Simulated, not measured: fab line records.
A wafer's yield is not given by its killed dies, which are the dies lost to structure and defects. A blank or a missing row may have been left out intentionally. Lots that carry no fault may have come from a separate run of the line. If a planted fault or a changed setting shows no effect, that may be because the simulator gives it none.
The tool behind it: which one? | flow sky130 | 24 lots, 72 wafers sampled, at 5 steps of a route of 708

## WHAT EACH GAUGE READ, for each wafer
SKY_METAL2_OVL_MEAS_16. Usual: METAL2_OVL gives -6 nm (standard deviation 6.1).
lot  | measured     | on         | METAL2_OVL (nm) | flag
L074 | day 35 08:31 | overlay-01 | -6 -12 -6       |
L075 | day 35 12:44 | overlay-02 | 1 -3 -6         |
L076 | day 35 21:15 | overlay-02 | -15 -6 -16      |
L077 | day 36 02:36 | overlay-01 | -2 -11 -7       |
L078 | day 36 15:08 | overlay-01 | 2 -9 -3         |
L080 | day 37 05:19 | overlay-01 | -3 0 1          |
L079 | day 37 09:26 | overlay-01 | -5 -4 -7        |
L081 | day 37 18:09 | overlay-02 | -7 -21 -13      |
L082 | day 38 04:46 | overlay-02 | 8 -1 3          |
L083 | day 38 13:20 | overlay-02 | -3 -5 -2        |
L085 | day 38 17:26 | overlay-01 | -2 -3 2         |
L084 | day 38 17:45 | overlay-01 | -14 -12 -10     |
L086 | day 39 09:05 | overlay-01 | -14 -13 -16     |
L087 | day 39 17:11 | overlay-01 | -2 -12 -2       |
L088 | day 39 18:44 | overlay-01 | -18 -17 -10     |
L089 | day 40 02:12 | overlay-02 | -13 -4 -8       |
L090 | day 40 12:05 | overlay-01 | -20 -9 -1       |
L091 | day 40 12:38 | overlay-01 | -10 -10 -10     |
L092 | day 40 19:27 | overlay-02 | 1 -5 -2         |
L093 | day 41 06:02 | overlay-01 | -1 -7 -10       |
L094 | day 41 17:31 | overlay-02 | -5 -16 -6       |
L095 | day 41 20:41 | overlay-02 | 2 -5 1          |
L097 | day 41 22:58 | overlay-01 | -15 -7 -1       |
L096 | day 42 01:50 | overlay-02 | -2 -5 2         |

SKY_METAL3_CD_MEAS_13 targets a cd of 300 nm. Usual: cd nm at 299.9 nm, with a standard deviation of 1.4.
lot  | measured     | on        | cd nm (nm)        | flag
L074 | day 38 19:02 | cd sem-01 | 298.1 297.7 297.2 |
L075 | day 38 21:59 | cd sem-02 | 298.8 298.1 298.5 |
L076 | day 39 06:29 | cd sem-02 | 301.0 300.7 299.3 |
L077 | day 39 11:07 | cd sem-02 | 300.5 301.5 300.6 |
L078 | day 39 22:52 | cd sem-01 | 300.9 299.7 299.3 |
L080 | day 40 12:54 | cd sem-01 | 299.0 296.6 298.1 |
L079 | day 40 17:01 | cd sem-02 | 298.5 298.3 297.9 |
L081 | day 41 01:13 | cd sem-02 | 298.8 299.4 298.6 |
L082 | day 41 10:17 | cd sem-01 | 299.0 299.9 298.7 |
L083 | day 41 19:38 | cd sem-02 | 297.9 299.4 297.7 |
L085 | day 41 22:31 | cd sem-02 | 301.3 298.9 301.4 |
L084 | day 41 23:52 | cd sem-02 | 301.0 300.5 302.8 |
L086 | day 42 13:28 | cd sem-01 | 301.7 302.0 302.0 |
L087 | day 42 21:21 | cd sem-02 | 302.7 301.5 302.7 |
L088 | day 42 22:59 | cd sem-02 | 299.2 299.0 298.4 |
L089 | day 43 06:07 | cd sem-01 | 299.8 298.8 300.3 |
L090 | day 43 13:53 | cd sem-02 | 300.7 300.9 300.4 |
L091 | day 43 14:33 | cd sem-01 | 299.8 299.7 300.3 |
L092 | day 43 21:38 | cd sem-01 | 301.9 300.4 303.2 |
L093 | day 44 06:57 | cd sem-01 | 300.1 299.1 299.6 |
L094 | day 44 18:19 | cd sem-01 | 299.7 299.8 300.9 |
L095 | day 44 20:55 | cd sem-02 | 299.9 300.3 299.9 |
L097 | day 44 23:32 | cd sem-02 | 299.5 301.0 300.1 |
L096 | day 45 01:09 | cd sem-01 | 301.3 300.6 299.1 |

## TOOL THAT RAN EACH LOT (tool first, then ch and the chambers of the sampled wafers, then the start)
lot  | SKY_RES_XHIGH_STRIP_08               | SKY_METAL2_DESCUM_17              | SKY_METAL2_METAL_ETCH_19
L074 | plasma asher-02 ch 1, day 26 22:46   | rie metal-03 ch 0, day 35 08:33   | rie metal-03 ch 0, day 35 08:46
L075 | plasma asher-02 ch 1, day 27 02:35   | rie metal-04 ch 0,1, day 35 12:46 | rie metal-04 ch 0,1, day 35 12:53
L076 | plasma asher-04 ch 0,1, day 27 11:44 | rie metal-03 ch 0, day 35 21:18   | rie metal-03 ch 0, day 35 21:32
L077 | plasma asher-03 ch 0,1, day 27 18:52 | rie metal-03 ch 0, day 36 02:38   | rie metal-03 ch 0, day 36 02:50
L078 | plasma asher-02 ch 0, day 28 06:24   | rie metal-04 ch 0,1, day 36 15:10 | rie metal-04 ch 0,1, day 36 15:16
L080 | plasma asher-03 ch 0,1, day 28 22:57 | rie metal-04 ch 0, day 37 05:20   | rie metal-04 ch 0, day 37 05:26
L079 | plasma asher-04 ch 0,1, day 29 02:43 | rie metal-03 ch 0,1, day 37 09:28 | rie metal-03 ch 0,1, day 37 09:34
L081 | plasma asher-04 ch 0,1, day 29 14:06 | rie metal-04 ch 0,1, day 37 18:11 | rie metal-04 ch 0,1, day 37 18:19
L082 | plasma asher-02 ch 0,1, day 30 00:36 | rie metal-02 ch 1, day 38 04:47   | rie metal-02 ch 1, day 38 04:53
L083 | plasma asher-03 ch 0,1, day 30 10:17 | rie metal-04 ch 0, day 38 13:22   | rie metal-04 ch 0, day 38 13:28
L085 | plasma asher-02 ch 0,1, day 30 12:14 | rie metal-04 ch 0,1, day 38 17:29 | rie metal-04 ch 0,1, day 38 17:35
L084 | plasma asher-03 ch 0,1, day 30 14:25 | rie metal-03 ch 0,1, day 38 17:47 | rie metal-03 ch 0,1, day 38 17:53
L086 | plasma asher-04 ch 0, day 31 06:34   | rie metal-03 ch 0,1, day 39 09:07 | rie metal-03 ch 0,1, day 39 09:13
L087 | plasma asher-03 ch 0,1, day 31 15:16 | rie metal-03 ch 0,1, day 39 17:14 | rie metal-03 ch 0,1, day 39 17:20
L088 | plasma asher-03 ch 0,1, day 31 16:38 | rie metal-03 ch 0,1, day 39 18:46 | rie metal-03 ch 0,1, day 39 18:52
L089 | plasma asher-04 ch 0,1, day 32 02:04 | rie metal-02 ch 0,1, day 40 02:14 | rie metal-02 ch 0,1, day 40 02:20
L090 | plasma asher-03 ch 0,1, day 32 13:47 | rie metal-04 ch 0,1, day 40 12:07 | rie metal-04 ch 0,1, day 40 12:13
L091 | plasma asher-04 ch 0,1, day 32 14:05 | rie metal-03 ch 0,1, day 40 12:40 | rie metal-03 ch 0,1, day 40 12:46
L092 | plasma asher-04 ch 0,1, day 32 19:55 | rie metal-04 ch 0,1, day 40 19:28 | rie metal-04 ch 0,1, day 40 19:35
L093 | plasma asher-03 ch 0,1, day 33 08:52 | rie metal-03 ch 0,1, day 41 06:04 | rie metal-03 ch 0,1, day 41 06:11
L094 | plasma asher-03 ch 0,1, day 33 21:32 | rie metal-02 ch 0,1, day 41 17:33 | rie metal-02 ch 0,1, day 41 17:40
L095 | plasma asher-03 ch 0,1, day 34 00:35 | rie metal-03 ch 0,1, day 41 20:43 | rie metal-03 ch 0,1, day 41 20:50
L097 | plasma asher-03 ch 0,1, day 34 03:34 | rie metal-03 ch 0, day 41 22:59   | rie metal-03 ch 0, day 41 23:05
L096 | plasma asher-02 ch 0,1, day 34 08:28 | rie metal-02 ch 0,1, day 42 01:52 | rie metal-02 ch 0,1, day 42 01:58
- SKY_RES_XHIGH_STRIP_08: strips in O2/N2.
- SKY_METAL2_DESCUM_17: chemistry O2, time 8 s.
- SKY_METAL2_METAL_ETCH_19: etches the open film in Cl2/BCl3, stops on SiO2, target depth 360 nm, time 78 s.

## WHAT THE TOOLS THEMSELVES READ (means of the sampled wafers that have a number; where no wafer has one, the mark that the record gives instead)
SKY_RES_XHIGH_STRIP_08. Usual: drypump motor current A 5.5 A, standard deviation 0.31; oes product au 0.711 a.u., standard deviation 0.0045; strip time to endpoint s 14.26 s, standard deviation 0.039.
lot  | tool            | drypump motor current A (A) | oes product au (a.u.) | strip time to endpoint s (s) | flag
L074 | plasma asher-02 | 5.1                         | 0.709                 | 14.32                        |
L075 | plasma asher-02 | 5.1                         | 0.712                 | 14.30                        |
L076 | plasma asher-04 | 6.0                         | 0.707                 | 14.22                        |
L077 | plasma asher-03 | 5.4                         | 0.710                 | 14.24                        |
L078 | plasma asher-02 | 5.3                         | 0.716                 | 14.25                        |
L080 | plasma asher-03 | 5.4                         | 0.715                 | 14.28                        |
L079 | plasma asher-04 | 5.8                         | 0.717                 | 14.32                        |
L081 | plasma asher-04 | 6.0                         | 0.712                 | 14.22                        |
L082 | plasma asher-02 | 5.2                         | 0.712                 | 14.25                        |
L083 | plasma asher-03 | 5.5                         | 0.711                 | 14.31                        |
L085 | plasma asher-02 | 5.2                         | 0.710                 | 14.22                        |
L084 | plasma asher-03 | 5.4                         | 0.711                 | 14.25                        |
L086 | plasma asher-04 | 5.7                         | 0.713                 | 14.25                        |
L087 | plasma asher-03 | 5.4                         | 0.713                 | 14.32                        |
L088 | plasma asher-03 | 5.5                         | 0.712                 | 14.23                        |
L089 | plasma asher-04 | 5.8                         | 0.708                 | 14.25                        |
L090 | plasma asher-03 | 5.5                         | 0.710                 | 14.28                        |
L091 | plasma asher-04 | 5.9                         | 0.715                 | 14.22                        |
L092 | plasma asher-04 | 6.0                         | 0.711                 | 14.22                        |
L093 | plasma asher-03 | 5.5                         | 0.710                 | 14.31                        |
L094 | plasma asher-03 | 5.4                         | 0.710                 | 14.23                        |
L095 | plasma asher-03 | 5.5                         | 0.712                 | 14.25                        |
L097 | plasma asher-03 | 5.5                         | 0.711                 | 14.27                        |
L096 | plasma asher-02 | 5.2                         | 0.709                 | 14.27                        |

SKY_METAL2_DESCUM_17. Usual: drypump motor current A 5.8 A, standard deviation 0.35; oes product au 1.002 a.u., standard deviation 0.0078.
lot  | tool         | drypump motor current A (A) | oes product au (a.u.) | flag
L074 | rie metal-03 | 6.2                         | 1.002                 |
L075 | rie metal-04 | 6.0                         | 1.006                 |
L076 | rie metal-03 | 6.2                         | 0.997                 |
L077 | rie metal-03 | 6.2                         | 1.002                 |
L078 | rie metal-04 | 5.8                         | 1.003                 |
L080 | rie metal-04 | 5.7                         | 1.003                 |
L079 | rie metal-03 | 5.7                         | 0.994                 |
L081 | rie metal-04 | 6.0                         | 0.997                 |
L082 | rie metal-02 | 5.4                         | 1.012                 |
L083 | rie metal-04 | 5.7                         | 1.000                 |
L085 | rie metal-04 | 6.0                         | 1.001                 |
L084 | rie metal-03 | 5.7                         | 1.012                 |
L086 | rie metal-03 | 5.8                         | 0.994                 |
L087 | rie metal-03 | 6.0                         | 1.000                 |
L088 | rie metal-03 | 5.7                         | 0.996                 |
L089 | rie metal-02 | 5.4                         | 1.011                 |
L090 | rie metal-04 | 5.8                         | 1.005                 |
L091 | rie metal-03 | 5.7                         | 1.001                 |
L092 | rie metal-04 | 5.9                         | 1.007                 |
L093 | rie metal-03 | 5.8                         | 1.004                 |
L094 | rie metal-02 | 5.3                         | 1.015                 |
L095 | rie metal-03 | 5.8                         | 0.993                 |
L097 | rie metal-03 | 6.2                         | 0.999                 |
L096 | rie metal-02 | 5.3                         | 1.015                 |

SKY_METAL2_METAL_ETCH_19. Usual: drypump motor current A 5.8 A, standard deviation 0.35; oes product au 0.854 a.u., standard deviation 0.0054; throttle valve pct 22.264 %, standard deviation 0.0096.
lot  | tool         | drypump motor current A (A) | oes product au (a.u.) | throttle valve pct (%) | flag
L074 | rie metal-03 | 6.2                         | 0.864                 | 22.276                 |
L075 | rie metal-04 | 6.0                         | 0.855                 | 22.263                 |
L076 | rie metal-03 | 6.2                         | 0.862                 | 22.264                 |
L077 | rie metal-03 | 6.2                         | 0.856                 | 22.261                 |
L078 | rie metal-04 | 5.9                         | 0.856                 | 22.264                 |
L080 | rie metal-04 | 5.6                         | 0.855                 | 22.259                 |
L079 | rie metal-03 | 5.7                         | 0.853                 | 22.263                 |
L081 | rie metal-04 | 6.0                         | 0.858                 | 22.264                 |
L082 | rie metal-02 | 5.4                         | 0.851                 | 22.270                 |
L083 | rie metal-04 | 5.7                         | 0.856                 | 22.257                 |
L085 | rie metal-04 | 6.0                         | 0.860                 | 22.265                 |
L084 | rie metal-03 | 5.7                         | 0.850                 | 22.265                 |
L086 | rie metal-03 | 5.7                         | 0.856                 | 22.268                 |
L087 | rie metal-03 | 6.0                         | 0.856                 | 22.264                 |
L088 | rie metal-03 | 5.8                         | 0.852                 | 22.261                 |
L089 | rie metal-02 | 5.4                         | 0.849                 | 22.264                 |
L090 | rie metal-04 | 5.8                         | 0.853                 | 22.266                 |
L091 | rie metal-03 | 5.7                         | 0.853                 | 22.268                 |
L092 | rie metal-04 | 5.9                         | 0.849                 | 22.265                 |
L093 | rie metal-03 | 5.7                         | 0.850                 | 22.261                 |
L094 | rie metal-02 | 5.3                         | 0.856                 | 22.257                 |
L095 | rie metal-03 | 5.7                         | 0.863                 | 22.254                 |
L097 | rie metal-03 | 6.2                         | 0.850                 | 22.260                 |
L096 | rie metal-02 | 5.3                         | 0.856                 | 22.271                 |

## THE ANSWER, worked out from the rows above alone
Rule: a lot is off if the mean of its wafers that have a number lies more than 3 standard deviations from the usual mean. A lot without any number at a reading at which 4 lots or more have one is off too. The other lots that the step has rows for count as sound. After the gauges, taken in route order, come the tools' own readings; for these a lot's mean is taken, as printed above. At the first step where some lot is off, the reading lying furthest off is the one used; lots without a number count as furthest.
No lot is off at any reading shown: from this, nothing can be told.

## WHAT THE SIMULATOR HAD INSERTED
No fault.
